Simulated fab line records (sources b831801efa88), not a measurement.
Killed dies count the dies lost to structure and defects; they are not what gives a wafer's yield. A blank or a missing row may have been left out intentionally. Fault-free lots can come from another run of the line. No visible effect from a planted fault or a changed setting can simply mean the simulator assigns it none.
What tool caused it? || flow sky130 || 12 lots with 36 wafers sampled at 3 steps, on a route of 708 steps

WHAT THE GAUGES READ, wafer by wafer
SKY_VIA2_RS_MEAS_22: measurement is done with a four-point probe. Usual: VIA2_W_RS typically reads 0.276 ohm/sq, with standard deviation 0.0033.
{"lot": "L805", "measured": "day 37 11:59", "on": "film metro-01", "VIA2_W_RS (ohm/sq)": "0.271 0.276 0.272", "flag": ""}
{"lot": "L807", "measured": "day 37 23:42", "on": "film metro-01", "VIA2_W_RS (ohm/sq)": "0.275 0.280 0.272", "flag": ""}
{"lot": "L808", "measured": "day 38 04:03", "on": "film metro-01", "VIA2_W_RS (ohm/sq)": "0.271 0.281 0.274", "flag": ""}
{"lot": "L810", "measured": "day 38 17:00", "on": "film metro-01", "VIA2_W_RS (ohm/sq)": "0.281 0.282 0.276", "flag": ""}
{"lot": "L812", "measured": "day 39 08:29", "on": "film metro-03", "VIA2_W_RS (ohm/sq)": "0.280 0.283 0.281", "flag": ""}
{"lot": "L813", "measured": "day 39 12:44", "on": "film metro-03", "VIA2_W_RS (ohm/sq)": "0.280 0.276 0.277", "flag": ""}
{"lot": "L814", "measured": "day 39 19:28", "on": "film metro-01", "VIA2_W_RS (ohm/sq)": "0.275 0.274 0.276", "flag": ""}
{"lot": "L815", "measured": "day 39 22:51", "on": "film metro-04", "VIA2_W_RS (ohm/sq)": "0.273 0.276 0.272", "flag": ""}
{"lot": "L823", "measured": "day 42 05:33", "on": "film metro-03", "VIA2_W_RS (ohm/sq)": "0.274 0.273 0.273", "flag": ""}
{"lot": "L824", "measured": "day 42 08:20", "on": "film metro-03", "VIA2_W_RS (ohm/sq)": "0.281 0.284 0.282", "flag": ""}
{"lot": "L825", "measured": "day 42 22:48", "on": "film metro-04", "VIA2_W_RS (ohm/sq)": "0.276 0.279 0.277", "flag": ""}
{"lot": "L827", "measured": "day 43 05:11", "on": "film metro-04", "VIA2_W_RS (ohm/sq)": "0.273 0.275 0.278", "flag": ""}

SKY_CAPM_RS_MEAS_03: measurement is done with a four-point probe. Usual: CAPM_TIN_RS typically reads 6.92 ohm/sq, with standard deviation 0.091.
{"lot": "L805", "measured": "day 37 13:02", "on": "film metro-02", "CAPM_TIN_RS (ohm/sq)": "6.85 6.96 6.82", "flag": ""}
{"lot": "L807", "measured": "day 38 00:34", "on": "film metro-02", "CAPM_TIN_RS (ohm/sq)": "6.98 6.90 6.99", "flag": ""}
{"lot": "L808", "measured": "day 38 04:55", "on": "film metro-03", "CAPM_TIN_RS (ohm/sq)": "6.95 6.95 6.97", "flag": ""}
{"lot": "L810", "measured": "day 38 17:50", "on": "film metro-02", "CAPM_TIN_RS (ohm/sq)": "6.93 6.93 6.95", "flag": ""}
{"lot": "L812", "measured": "day 39 09:25", "on": "film metro-03", "CAPM_TIN_RS (ohm/sq)": "7.03 7.00 6.90", "flag": ""}
{"lot": "L813", "measured": "day 39 13:34", "on": "film metro-02", "CAPM_TIN_RS (ohm/sq)": "6.93 6.73 6.78", "flag": ""}
{"lot": "L814", "measured": "day 39 20:17", "on": "film metro-03", "CAPM_TIN_RS (ohm/sq)": "6.88 6.87 6.87", "flag": ""}
{"lot": "L815", "measured": "day 39 23:40", "on": "film metro-02", "CAPM_TIN_RS (ohm/sq)": "6.76 6.79 6.87", "flag": ""}
{"lot": "L823", "measured": "day 42 06:22", "on": "film metro-03", "CAPM_TIN_RS (ohm/sq)": "7.02 6.88 6.97", "flag": ""}
{"lot": "L824", "measured": "day 42 09:10", "on": "film metro-03", "CAPM_TIN_RS (ohm/sq)": "6.89 6.79 7.00", "flag": ""}
{"lot": "L825", "measured": "day 42 23:38", "on": "film metro-04", "CAPM_TIN_RS (ohm/sq)": "6.91 6.98 7.01", "flag": ""}
{"lot": "L827", "measured": "day 43 06:04", "on": "film metro-02", "CAPM_TIN_RS (ohm/sq)": "6.80 6.67 6.96", "flag": ""}

EACH LOT AND THE TOOL THAT RAN IT (in order: tool; ch and the chambers of the sampled wafers; start)
{"lot": "L805", "SKY_SONOS_ONO_OXIDATION_00": "furnace-02 ch 0, day 12 11:33"}
{"lot": "L807", "SKY_SONOS_ONO_OXIDATION_00": "furnace-02 ch 0, day 13 02:06"}
{"lot": "L808", "SKY_SONOS_ONO_OXIDATION_00": "furnace-01 ch 0, day 13 05:08"}
{"lot": "L810", "SKY_SONOS_ONO_OXIDATION_00": "furnace-02 ch 0, day 13 21:29"}
{"lot": "L812", "SKY_SONOS_ONO_OXIDATION_00": "furnace-02 ch 0, day 14 12:32"}
{"lot": "L813", "SKY_SONOS_ONO_OXIDATION_00": "furnace-02 ch 0, day 14 17:09"}
{"lot": "L814", "SKY_SONOS_ONO_OXIDATION_00": "furnace-01 ch 0, day 14 21:52"}
{"lot": "L815", "SKY_SONOS_ONO_OXIDATION_00": "furnace-01 ch 0, day 15 05:23"}
{"lot": "L823", "SKY_SONOS_ONO_OXIDATION_00": "furnace-01 ch 0, day 17 18:59"}
{"lot": "L824", "SKY_SONOS_ONO_OXIDATION_00": "furnace-02 ch 0, day 18 04:37"}
{"lot": "L825", "SKY_SONOS_ONO_OXIDATION_00": "furnace-02 ch 0, day 18 19:11"}
{"lot": "L827", "SKY_SONOS_ONO_OXIDATION_00": "furnace-01 ch 0, day 19 04:29"}
- SKY_SONOS_ONO_OXIDATION_00: stabilise 600 s, purge 300 s, target thk 2.6 nm.

AS READ BY THE TOOLS THEMSELVES (means over the sampled wafers that have a number; for cases with no such wafer, the mark the record gives instead)
SKY_SONOS_ONO_OXIDATION_00. Usual: spike tc centre C 801.9 C, standard deviation 1.6; spike tc top C 814.4 C, standard deviation 1; spike tc upper C 799.9 C, standard deviation 0.93; zone power top pct 27.0 %, standard deviation 2.4; zone power upper pct 15.7 %, standard deviation 0.86.
{"lot": "L805", "tool": "furnace-02", "spike tc centre C (C)": 803.2, "spike tc top C (C)": 815.0, "spike tc upper C (C)": 800.5, "zone power top pct (%)": 25.1, "zone power upper pct (%)": 15.1, "flag": ""}
{"lot": "L807", "tool": "furnace-02", "spike tc centre C (C)": 802.4, "spike tc top C (C)": 813.9, "spike tc upper C (C)": 799.6, "zone power top pct (%)": 25.4, "zone power upper pct (%)": 15.0, "flag": ""}
{"lot": "L808", "tool": "furnace-01", "spike tc centre C (C)": 800.6, "spike tc top C (C)": 813.9, "spike tc upper C (C)": 799.5, "zone power top pct (%)": 30.1, "zone power upper pct (%)": 16.8, "flag": ""}
{"lot": "L810", "tool": "furnace-02", "spike tc centre C (C)": 804.4, "spike tc top C (C)": 815.6, "spike tc upper C (C)": 799.7, "zone power top pct (%)": 25.3, "zone power upper pct (%)": 14.9, "flag": ""}
{"lot": "L812", "tool": "furnace-02", "spike tc centre C (C)": 801.8, "spike tc top C (C)": 814.4, "spike tc upper C (C)": 800.5, "zone power top pct (%)": 25.0, "zone power upper pct (%)": 15.1, "flag": ""}
{"lot": "L813", "tool": "furnace-02", "spike tc centre C (C)": 803.3, "spike tc top C (C)": 814.7, "spike tc upper C (C)": 800.6, "zone power top pct (%)": 25.1, "zone power upper pct (%)": 15.0, "flag": ""}
{"lot": "L814", "tool": "furnace-01", "spike tc centre C (C)": 799.9, "spike tc top C (C)": 814.1, "spike tc upper C (C)": 800.5, "zone power top pct (%)": 30.3, "zone power upper pct (%)": 16.9, "flag": ""}
{"lot": "L815", "tool": "furnace-01", "spike tc centre C (C)": 801.4, "spike tc top C (C)": 814.9, "spike tc upper C (C)": 799.9, "zone power top pct (%)": 30.0, "zone power upper pct (%)": 16.8, "flag": ""}
{"lot": "L823", "tool": "furnace-01", "spike tc centre C (C)": 801.9, "spike tc top C (C)": 813.9, "spike tc upper C (C)": 800.3, "zone power top pct (%)": 30.0, "zone power upper pct (%)": 16.8, "flag": ""}
{"lot": "L824", "tool": "furnace-02", "spike tc centre C (C)": 807.8, "spike tc top C (C)": 820.6, "spike tc upper C (C)": 760.0, "zone power top pct (%)": 31.7, "zone power upper pct (%)": 1.9, "flag": "OFF"}
{"lot": "L825", "tool": "furnace-02", "spike tc centre C (C)": 808.3, "spike tc top C (C)": 821.3, "spike tc upper C (C)": 760.5, "zone power top pct (%)": 32.1, "zone power upper pct (%)": 1.9, "flag": "OFF"}
{"lot": "L827", "tool": "furnace-01", "spike tc centre C (C)": 800.4, "spike tc top C (C)": 813.3, "spike tc upper C (C)": 800.1, "zone power top pct (%)": 30.1, "zone power upper pct (%)": 16.7, "flag": ""}

THE ANSWER, worked out from the rows above alone
Rule: a lot counts as off when the mean over its wafers that have a number is more than 3 standard deviations away from the usual mean. A lot without any number at a reading at which 4 lots or more have one is off too. All remaining lots with rows at the step are treated as sound. Order of review: gauges by route order, followed by the tools' own readings, for which a lot's mean as printed above is used. The first step at which some lot is off is used, and at that step the reading that is off furthest; a lot without a number counts as furthest.
Off at SKY_SONOS_ONO_OXIDATION_00 (spike tc upper C): L824, L825.
A tool fits if, at that step or a process step before it, it ran every lot that is off, and no sound lot after the first of them. One fits: SKY_SONOS_ONO_OXIDATION_00 on furnace-02. Its last sound lot is L813 (day 14 17:09), its first lot that is off L824 (day 18 04:37): a fault that began between those two fits.
The tool's own readings at SKY_SONOS_ONO_OXIDATION_00 bear it out: on the lots that are off they differ by more than 5 times the standard deviation of the sound lots' means. spike tc top C reads 821.0 C there against 814.4 C on the sound lots; spike tc upper C reads 760.2 C there against 800.1 C on the sound lots; zone power upper pct reads 1.9 % there against 15.9 % on the sound lots.

WHAT THE SIMULATOR HAD PUT IN
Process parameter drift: furnace-02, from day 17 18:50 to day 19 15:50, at SKY_SONOS_ONO_OXIDATION_00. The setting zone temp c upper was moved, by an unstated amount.
Lots struck among those shown: L824, L825. The rule above reached the same finding.
